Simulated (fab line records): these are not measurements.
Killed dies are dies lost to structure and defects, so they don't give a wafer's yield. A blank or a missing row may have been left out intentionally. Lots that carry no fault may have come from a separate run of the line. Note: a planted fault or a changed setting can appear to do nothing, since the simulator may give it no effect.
A lot that was struck, set against a sound lot | flow sky130 | 36 steps out of a route of 708
Sound: these wafers, L691.1, L691.2, L691.4. Struck: wafers L705.3, L705.4, L705.5. The cause comes at the end.
Order at every step that has rows: each side's tool, ch and its chambers, its first start. Under that, the readings that differ: sound wafers | struck wafers | difference of the means | sigmas: that difference in standard deviations of wafers without a fault.
alike: words and numbers the same on both sides, and readings whose means are apart by under 2 such deviations; not compared: readings that were withheld, readings missing a value for some wafer, numbers with overlapping values and no deviation given by the record, and bounds like >300 which may hide the same value.
A row with sigmas, a row that says differs or no value, or rows on one side alone: a step with any of these is where the two part. Non-overlapping numbers with no deviation appear without sigmas and do not part them. A reading missing from all wafers of one side parts the sides only when that side holds two or more wafers.

first, 10 steps without rows for these wafers: SKY_GATE_OXIDE_HMDS_04 (prime time 60 s); SKY_GATE_OXIDE_COAT_05 (resist thk 1140 nm); SKY_GATE_OXIDE_SOFTBAKE_06 (time 60 s); SKY_GATE_OXIDE_EXPOSE_07 (exposes mask LVOM, target cd 600 nm); SKY_GATE_OXIDE_PEB_08; SKY_GATE_OXIDE_DEVELOP_09 (develop time 60 s); SKY_GATE_OXIDE_IMPLANT_11; SKY_GATE_OXIDE_WET_ETCH_12 (etches SiO2 in dHF, target depth 16.8 nm, time 336 s); SKY_GATE_OXIDE_STRIP_13 (strips in O2/N2); SKY_GATE_OXIDE_CLEAN_15 (cleans in SC1/SC2, time 150 s).
SKY_GATE_OXIDE_OXIDATION_16: stabilise 600 s, purge 300 s, target thk 3.57 nm.
  sound on furnace-02 ch 0, day 15 09:10; struck on furnace-02 ch 0, day 20 12:25
  reading                                           | sound            | struck            | difference | sigmas
  model.SiO2_of_GATE_OXIDE_OXIDATION_01.thk_nm (nm) | 11.3 11.47 11.36 | 12.56 12.57 12.54 | +1.18      |
  alike: ox_temp_c, ramp_up_c_per_min, zone_power_centre_pct
then, 24 steps without rows for these wafers: SKY_POLY_GATE_CVD_00 (deposits poly-Si, target thk 180 nm, time 720 s); SKY_RES_PROTECT_DEHYDRATE_00 (time 60 s); SKY_RES_PROTECT_HMDS_01 (prime time 60 s); SKY_RES_PROTECT_COAT_02 (resist thk 1140 nm); SKY_RES_PROTECT_SOFTBAKE_03 (time 60 s); SKY_RES_PROTECT_EXPOSE_04 (exposes mask RPM, target cd 1270 nm); SKY_RES_PROTECT_PEB_05; SKY_RES_PROTECT_DEVELOP_06 (develop time 60 s); SKY_POLY_GATE_IMPLANT_02; SKY_RES_PROTECT_STRIP_07 (strips in O2/N2); SKY_RES_PROTECT_CLEAN_09 (cleans in SC1/SC2, time 150 s); SKY_POLY_GATE_CVD_03 (deposits Si3N4 from DCS/NH3, target thk 75 nm, time 1290 s); SKY_POLY_GATE_DEHYDRATE_05 (time 60 s); SKY_POLY_GATE_HMDS_06 (prime time 60 s); SKY_POLY_GATE_COAT_07 (resist thk 110 nm); SKY_POLY_GATE_COAT_08 (resist thk 450 nm); SKY_POLY_GATE_SOFTBAKE_09 (time 90 s); SKY_POLY_GATE_EXPOSE_10 (exposes mask P1M, target cd 150 nm); SKY_POLY_GATE_PEB_11; SKY_POLY_GATE_DEVELOP_12 (develop time 60 s); SKY_POLY_GATE_ETCH_15 (etches BARC in N2/H2, stops on SiO2, time 118.5 s, target depth 110 nm); SKY_POLY_GATE_ETCH_16 (etches Si3N4 in CH3F/O2, stops on poly-Si, time 147.5 s, target depth 75 nm); SKY_POLY_GATE_ETCH_17 (etches poly-Si in HBr/Cl2, stops on SiO2, target depth 180 nm, time 70.5 s); SKY_POLY_GATE_STRIP_18 (strips in O2/N2).
-- here the record skips 30 days between the struck wafers' starts before and after, leaving off in module POLY_GATE and picking up in module PAD_OPEN (first step shown: number 708 of the route) --
SKY_PAD_OPEN_PROBE_99:
  struck on prober-02, day 50 05:43; sound on prober-02, day 47 00:16
  reading                                   | sound                         | struck                                                               | difference                   | sigmas
  hold                                      | - - -                         | await_dispo/4.1h/scrap await_dispo/4.1h/scrap await_dispo/4.1h/scrap | no value on the sound wafers |
  model.etest.nfet_16v.r_on_ohm_um          | 1.407e+04 1.414e+04 1.404e+04 | 1.446e+04 1.453e+04 1.447e+04                                        | +4.033e+02                   |
  model.etest.pfet_01v8.r_on_ohm_um         | 3003 2857 2932                | 3201 3298 3164                                                       | +290                         |
  model.etest.tip_sonos.rs_ohm_sq           | 2599 2636 2582                | 2967 2914 2968                                                       | +344                         |
  model.etest.pfet_g5v0d10v5.r_on_ohm_um    | 4666 4587 4668                | 4914 4966 4900                                                       | +286                         |
  model.etest.nfet_01v8.r_on_ohm_um         | 834 797.4 822.1               | 975.6 957.1 957.9                                                    | +145.7                       |
  model.etest.nfet_01v8_lvt.drive_ua_um     | 572.9 596.7 584.2             | 465.5 479.9 473.9                                                    | -111.5                       |
  model.etest.nfet_01v8_swapped.drive_ua_um | 501.9 523.3 511.9             | 399.6 411.5 406.6                                                    | -106.5                       |
  model.etest.nfet_01v8_turned.drive_ua_um  | 503.1 523.4 512.9             | 397.5 409.6 409.1                                                    | -107.7                       |
  alike: killed_at_M0_to_M3, killed_at_M4_up, killed_at_contacts, killed_at_front_end, killed_at_other, killed_dies, killed_open, killed_short

WHERE THEY PART
Only at SKY_PAD_OPEN_PROBE_99, within this record.

WHY: whatever the simulator had introduced
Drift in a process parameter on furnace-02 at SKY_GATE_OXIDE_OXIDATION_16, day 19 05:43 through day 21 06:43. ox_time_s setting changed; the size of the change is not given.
